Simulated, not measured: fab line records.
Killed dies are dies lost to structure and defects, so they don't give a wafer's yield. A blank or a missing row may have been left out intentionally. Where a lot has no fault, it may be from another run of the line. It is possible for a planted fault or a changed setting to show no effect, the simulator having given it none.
The same fault as seen by 2 desks -- flow sky130 -- each desk holds nothing but its own numbers, with what lay behind them at the end

THE METROLOGY DESK
Lot by lot, what the gauges showed, no matter which tool ran the lot: averages of those sampled wafers that carry a number. If a lot's mean is further than 4 standard deviations from the usual mean, the lot is out of limits and carries the mark OUT (the distance appears in the brackets).
Columns: A = VT_ADJUST_HVTR_OVL at SKY_VT_ADJUST_HVTR_OVL_MEAS_08, usual -0.7 nm; B = GATE_OXIDE_OXIDATION_00_THK at SKY_GATE_OXIDE_THK_MEAS_02, usual 10.24 nm; C = GATE_OXIDE_TW at SKY_GATE_OXIDE_TW_MEAS_14, usual 223.4; D = POLY_GATE_CVD_00_THK at SKY_POLY_GATE_THK_MEAS_01, usual 180.6 nm
lot,first seen here,A,B,C,D
L769,day 9 18:27,-0.4,10.25,220.5,181.5
L770,day 10 04:35,-0.8,10.25,224.8,184.2
L771,day 10 06:25,-0.7,10.04,220.7,178.0
L772,day 10 11:52,-1.6,10.14,219.2,179.8
L774,day 11 05:23,0.5,10.22,223.8,179.2
L775,day 11 16:01,0.4,9.38 (-5.8) OUT,225.2,180.3
L777,day 12 01:40,-2.0,9.33 (-6.1) OUT,221.7,181.5
L784,day 14 09:47,-1.4,10.19,222.4,180.3
L785,day 14 12:46,-2.4,10.19,223.5,182.4
L786,day 15 14:01,-0.8,10.17,227.4,179.6
L787,day 15 16:18,-1.3,10.55,226.8,178.1
L789,day 16 01:18,-0.8,10.28,223.7,178.9
L790,day 16 07:33,0.2,10.34,227.1,180.3
This desk finds L775, L777 out of limits, with the earliest case on L775 at day 15 05:26 (GATE_OXIDE_OXIDATION_00_THK at SKY_GATE_OXIDE_THK_MEAS_02). L769, L770, L771, L772, L774, L784, L785, L786, L787, L789, L790: within limits.

AT THE TOOL OWNER'S DESK: furnace-01
The tool's own readings at SKY_GATE_OXIDE_OXIDATION_01 (stabilise 600 s, purge 300 s, target thk 10.268 nm): means of the sampled wafers that have a number, for each lot that ran on this tool. If a lot's mean is further than 4 standard deviations from the usual mean, the lot is out of limits and carries the mark OUT (the distance appears in the brackets).
Columns: A = zone-power-lower-pct at SKY_GATE_OXIDE_OXIDATION_01, usual 17.4 %
lot,first seen here,A
L770,day 13 11:12,16.8
L771,day 13 12:37,16.8
L774,day 14 17:31,16.8
L775,day 15 04:02,16.8
L777,day 15 16:28,16.7
L784,day 18 04:59,16.9
L785,day 18 07:53,16.9
L786,day 19 10:41,16.8
L787,day 19 12:25,16.9
L789,day 19 21:56,16.8
L790,day 20 10:29,16.8
This desk's verdict: no lot among the 11 shows anything out of limits.

TAKEN TOGETHER
At day 15 05:26 the metrology desk could have sounded an alarm, on L775, L777.
The tool owner's desk saw nothing out of limits.
Tool owner's desk: L775, L777 on record, inside its limits.
On furnace-01, each named lot ran SKY_GATE_OXIDE_OXIDATION_01.

WHAT THE SIMULATOR HAD INSERTED
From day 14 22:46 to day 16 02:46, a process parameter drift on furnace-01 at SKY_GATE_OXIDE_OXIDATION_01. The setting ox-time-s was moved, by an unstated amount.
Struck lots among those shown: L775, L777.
Hours from the fault's start to each desk's first reading out of limits: the metrology desk, 7.
